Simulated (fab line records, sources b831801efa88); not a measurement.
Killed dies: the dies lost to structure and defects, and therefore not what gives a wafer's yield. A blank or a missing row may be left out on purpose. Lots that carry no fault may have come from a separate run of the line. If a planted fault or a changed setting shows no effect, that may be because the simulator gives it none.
Chamber matching    flow gf180mcu    GF_M5_ETCH_09 on rie-diel-03: 4 sister chambers
The step etches Si3N4 in CF4/O2, target depth 52 nm, time 11.6 s. 8 wafers are shown with their chamber, then 8 later ones without.

EACH WAFER AND ITS CHAMBER
wafer   chamber  drypump-motor-current-A (A)  oes-product-au (a.u.)
L084.2  0        5.9                          1.018
L084.4  1        5.8                          1.000
L084.5  2        5.6                          1.029
L084.6  3        5.5                          1.013
L086.2  2        5.6                          1.014
L086.3  1        5.8                          0.980
L086.4  3        5.5                          0.997
L089.2  0        6.0                          1.011

WAFERS WHOSE CHAMBER IS MISSING
wafer   drypump-motor-current-A (A)  oes-product-au (a.u.)
L089.3  5.5                          1.011
L089.6  5.8                          0.982
L096.1  5.6                          0.987
L096.2  5.8                          0.973
L096.3  5.9                          0.997
L096.4  5.9                          1.007
L096.5  5.6                          1.007
L096.6  5.8                          0.975

THE CHAMBER EACH PASSED THROUGH
wafer   from the rows above      in truth
L089.3  3                        3
L089.6  1                        1
L096.1  can't be placed: 2 or 3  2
L096.2  1                        1
L096.3  can't be placed: 0 or 1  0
L096.4  can't be placed: 0 or 1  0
L096.5  can't be placed: 2 or 3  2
L096.6  1                        1
Correct placement for 4 of the 8. Cannot be placed on the basis of these rows: 4; the candidates contain the true chamber in 4. Wrongly placed: 0.
How it was worked out, from the rows above alone: a wafer's distance from a chamber is the root of the sum, over the readings, of the square of ((its reading less the chamber's mean) divided by the reading's scatter). If the next closest chamber is less than 2 further off than the closest, the wafer can't be placed; otherwise it belongs to the closest. Each chamber's mean is taken over the wafers shown for it. The scatter: take each reading less its chamber's mean, square it, sum over the shown wafers, divide by the number of wafers less the number of chambers, and take the root.
